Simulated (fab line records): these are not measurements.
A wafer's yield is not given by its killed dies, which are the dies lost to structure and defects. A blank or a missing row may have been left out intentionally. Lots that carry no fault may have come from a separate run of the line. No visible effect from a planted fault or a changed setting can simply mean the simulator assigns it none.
Matching of chambers || flow gf180mcu || GF_CONTACT_ETCH_16 on rie diel-01: 4 sister chambers
The step etches BARC in N2/H2. 8 wafers are shown with their chamber, then 9 later ones without.

## EACH WAFER AND ITS CHAMBER
{"wafer": "L446.5", "chamber": 2, "drypump motor current A (A)": 6.5, "oes product au (a.u.)": 0.851}
{"wafer": "L448.2", "chamber": 2, "drypump motor current A (A)": 6.5, "oes product au (a.u.)": 0.853}
{"wafer": "L449.4", "chamber": 3, "drypump motor current A (A)": 5.6, "oes product au (a.u.)": 0.857}
{"wafer": "L449.5", "chamber": 1, "drypump motor current A (A)": 4.9, "oes product au (a.u.)": 0.845}
{"wafer": "L449.6", "chamber": 0, "drypump motor current A (A)": 6.7, "oes product au (a.u.)": 0.860}
{"wafer": "L452.1", "chamber": 1, "drypump motor current A (A)": 4.9, "oes product au (a.u.)": 0.855}
{"wafer": "L452.3", "chamber": 0, "drypump motor current A (A)": 6.7, "oes product au (a.u.)": 0.843}
{"wafer": "L452.4", "chamber": 3, "drypump motor current A (A)": 5.7, "oes product au (a.u.)": 0.847}

## WAFERS WITHOUT THEIR CHAMBER
{"wafer": "L453.1", "drypump motor current A (A)": 5.7, "oes product au (a.u.)": 0.851}
{"wafer": "L453.3", "drypump motor current A (A)": 6.7, "oes product au (a.u.)": 0.852}
{"wafer": "L453.6", "drypump motor current A (A)": 5.6, "oes product au (a.u.)": 0.852}
{"wafer": "L454.4", "drypump motor current A (A)": 6.6, "oes product au (a.u.)": 0.852}
{"wafer": "L454.5", "drypump motor current A (A)": 6.7, "oes product au (a.u.)": 0.848}
{"wafer": "L454.6", "drypump motor current A (A)": 5.7, "oes product au (a.u.)": 0.850}
{"wafer": "L456.1", "drypump motor current A (A)": 5.7, "oes product au (a.u.)": 0.847}
{"wafer": "L456.5", "drypump motor current A (A)": 4.9, "oes product au (a.u.)": 0.862}
{"wafer": "L456.6", "drypump motor current A (A)": 6.6, "oes product au (a.u.)": 0.853}

## WHICH CHAMBER EACH WENT THROUGH
{"wafer": "L453.1", "from the rows above": 3, "in truth": 3}
{"wafer": "L453.3", "from the rows above": 0, "in truth": 0}
{"wafer": "L453.6", "from the rows above": 3, "in truth": 3}
{"wafer": "L454.4", "from the rows above": "can't be placed: 2 or 0", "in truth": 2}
{"wafer": "L454.5", "from the rows above": 0, "in truth": 0}
{"wafer": "L454.6", "from the rows above": 3, "in truth": 3}
{"wafer": "L456.1", "from the rows above": 3, "in truth": 3}
{"wafer": "L456.5", "from the rows above": 1, "in truth": 1}
{"wafer": "L456.6", "from the rows above": "can't be placed: 2 or 0", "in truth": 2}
Correct placement for 7 of the 9. From these rows, 2 cannot be placed; in 2 the true chamber is one of the candidates. 0 placed wrongly.
How it was worked out, from the rows above alone: a wafer's distance from a chamber is the root of the sum, over the readings, of the square of ((its reading less the chamber's mean) divided by the reading's scatter). The wafer belongs to the nearest chamber; if the next one is less than 2 further off, it can't be placed. The mean given for a chamber averages the wafers shown for that chamber. How the scatter is found: for the shown wafers, subtract from each reading the mean of its chamber, square and add these, divide the total by (wafers less chambers), then take the root.
